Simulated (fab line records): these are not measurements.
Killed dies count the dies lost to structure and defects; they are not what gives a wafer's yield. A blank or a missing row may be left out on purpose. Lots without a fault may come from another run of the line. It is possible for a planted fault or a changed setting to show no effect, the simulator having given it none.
Which of the tools did it?    flow sky130    11 lots, 33 wafers sampled, at 5 steps of a route of 708

## WHAT EACH GAUGE READ, for each wafer
SKY_VIA3_CD_MEAS_12 targets a cd of 200 nm. Usual: cd-nm 200.0 nm, standard deviation 1.3.
lot   measured      on         cd-nm (nm)         flag
L399  day 39 18:08  cd-sem-02  199.3 200.0 200.0  
L402  day 40 17:43  cd-sem-02  198.7 198.3 197.9  
L401  day 40 17:50  cd-sem-02  202.3 200.1 198.8  
L408  day 42 19:01  cd-sem-02  200.4 199.8 199.3  
L412  day 43 21:31  cd-sem-01  198.6 199.7 199.2  
L411  day 43 23:32  cd-sem-01  199.1 200.4 200.9  
L413  day 44 02:32  cd-sem-01  200.5 201.0 200.7  
L415  day 44 19:59  cd-sem-01  201.5 199.1 202.1  
L416  day 44 21:16  cd-sem-01  199.3 201.1 201.3  
L420  day 45 19:56  cd-sem-02  201.5 201.6 201.5  
L421  day 45 19:57  cd-sem-01  200.1 200.4 199.6  

SKY_VIA3_OVL_MEAS_13. Usual: VIA3_OVL 2 nm, standard deviation 6.
lot   measured      on          VIA3_OVL (nm)  flag
L399  day 39 18:15  overlay-02  1 2 -1         
L402  day 40 17:50  overlay-01  -6 -12 -6      
L401  day 40 17:58  overlay-01  6 5 -1         
L408  day 42 19:08  overlay-01  2 10 11        
L412  day 43 21:38  overlay-01  5 4 -2         
L411  day 43 23:39  overlay-01  1 5 3          
L413  day 44 02:38  overlay-01  2 -1 -4        
L415  day 44 20:05  overlay-02  12 12 14       
L416  day 44 21:23  overlay-02  -6 -4 -7       
L420  day 45 20:03  overlay-02  3 -11 2        
L421  day 45 20:02  overlay-01  6 3 3          

SKY_CAP2M_THK_MEAS_01. Usual: CAP2M_CVD_00_THK 15.48 nm, standard deviation 0.29.
lot   measured      on             CAP2M_CVD_00_THK (nm)  flag
L399  day 39 19:59  film-metro-02  15.63 15.21 15.32      
L402  day 40 19:26  film-metro-03  15.67 15.63 15.94      
L401  day 40 19:44  film-metro-03  15.36 15.26 15.29      
L408  day 42 20:43  film-metro-04  15.07 15.75 14.50      
L412  day 43 23:39  film-metro-03  15.08 15.17 15.01      
L411  day 44 01:35  film-metro-03  15.21 15.80 15.50      
L413  day 44 04:13  film-metro-04  15.36 15.35 15.54      
L415  day 44 21:40  film-metro-03  15.30 15.17 15.25      
L416  day 44 23:21  film-metro-02  15.14 15.25 15.44      
L420  day 45 21:43  film-metro-02  15.60 15.18 15.98      
L421  day 45 21:38  film-metro-04  15.86 16.01 16.05      

## EACH LOT AND THE TOOL THAT RAN IT (in order: tool; ch and the chambers of the sampled wafers; start)
lot   SKY_METAL4_SPUTTER_04         SKY_CAP2M_CVD_00
L399  pvd-sputter-01, day 39 19:55  pecvd-01 ch 1,2, day 39 19:58
L402  pvd-sputter-01, day 40 19:21  pecvd-03 ch 0,1, day 40 19:24
L401  pvd-sputter-03, day 40 19:39  pecvd-01 ch 1,2, day 40 19:42
L408  pvd-sputter-01, day 42 20:38  pecvd-01 ch 0,2, day 42 20:41
L412  pvd-sputter-03, day 43 23:35  pecvd-03 ch 0,1, day 43 23:37
L411  pvd-sputter-04, day 44 01:31  pecvd-02 ch 1,2, day 44 01:34
L413  pvd-sputter-01, day 44 04:08  pecvd-03 ch 0,1, day 44 04:11
L415  pvd-sputter-03, day 44 21:35  pecvd-03 ch 0,1,2, day 44 21:38
L416  pvd-sputter-01, day 44 23:17  pecvd-03 ch 0,2, day 44 23:20
L420  pvd-sputter-04, day 45 21:38  pecvd-02 ch 0,1,2, day 45 21:41
L421  pvd-sputter-03, day 45 21:32  pecvd-01 ch 1,2, day 45 21:35
- SKY_METAL4_SPUTTER_04: material TiN, target thk 70 nm, time 58.3 s.
- SKY_CAP2M_CVD_00: deposits SiO2, target thk 15.5 nm.

## AS READ BY THE TOOLS THEMSELVES (means over the sampled wafers that have a number; for cases with no such wafer, the mark the record gives instead)
SKY_METAL4_SPUTTER_04. Usual: throttle-valve-pct 29.7 %, standard deviation 1.2.
lot   tool            throttle-valve-pct (%)  flag
L399  pvd-sputter-01  30.7                    
L402  pvd-sputter-01  30.5                    
L401  pvd-sputter-03  29.7                    
L408  pvd-sputter-01  29.7                    
L412  pvd-sputter-03  29.2                    
L411  pvd-sputter-04  31.0                    
L413  pvd-sputter-01  30.5                    
L415  pvd-sputter-03  28.8                    
L416  pvd-sputter-01  30.5                    
L420  pvd-sputter-04  30.3                    
L421  pvd-sputter-03  29.4                    

SKY_CAP2M_CVD_00. Usual: heater-power-w 674 W, standard deviation 86.
lot   tool      heater-power-w (W)  flag
L399  pecvd-01  599                 
L402  pecvd-03  710                 
L401  pecvd-01  600                 
L408  pecvd-01  700                 
L412  pecvd-03  602                 
L411  pecvd-02  788                 
L413  pecvd-03  590                 
L415  pecvd-03  654                 
L416  pecvd-03  567                 
L420  pecvd-02  792                 
L421  pecvd-01  585                 

## THE ANSWER, worked out from the rows above alone
Rule: take the mean of a lot's wafers that have a number; if it is more than 3 standard deviations from the usual mean, the lot is off. Also off: a lot with no number at a reading for which 4 or more lots have one. The other lots that the step has rows for count as sound. First the gauges in route order, then the tools' own readings, where a lot's mean is used as printed above. The first step at which some lot is off is used, and at that step the reading that is off furthest; a lot without a number counts as furthest.
No lot is off on any of the readings shown, so nothing can be concluded from this.

## WHAT THE SIMULATOR PUT IN
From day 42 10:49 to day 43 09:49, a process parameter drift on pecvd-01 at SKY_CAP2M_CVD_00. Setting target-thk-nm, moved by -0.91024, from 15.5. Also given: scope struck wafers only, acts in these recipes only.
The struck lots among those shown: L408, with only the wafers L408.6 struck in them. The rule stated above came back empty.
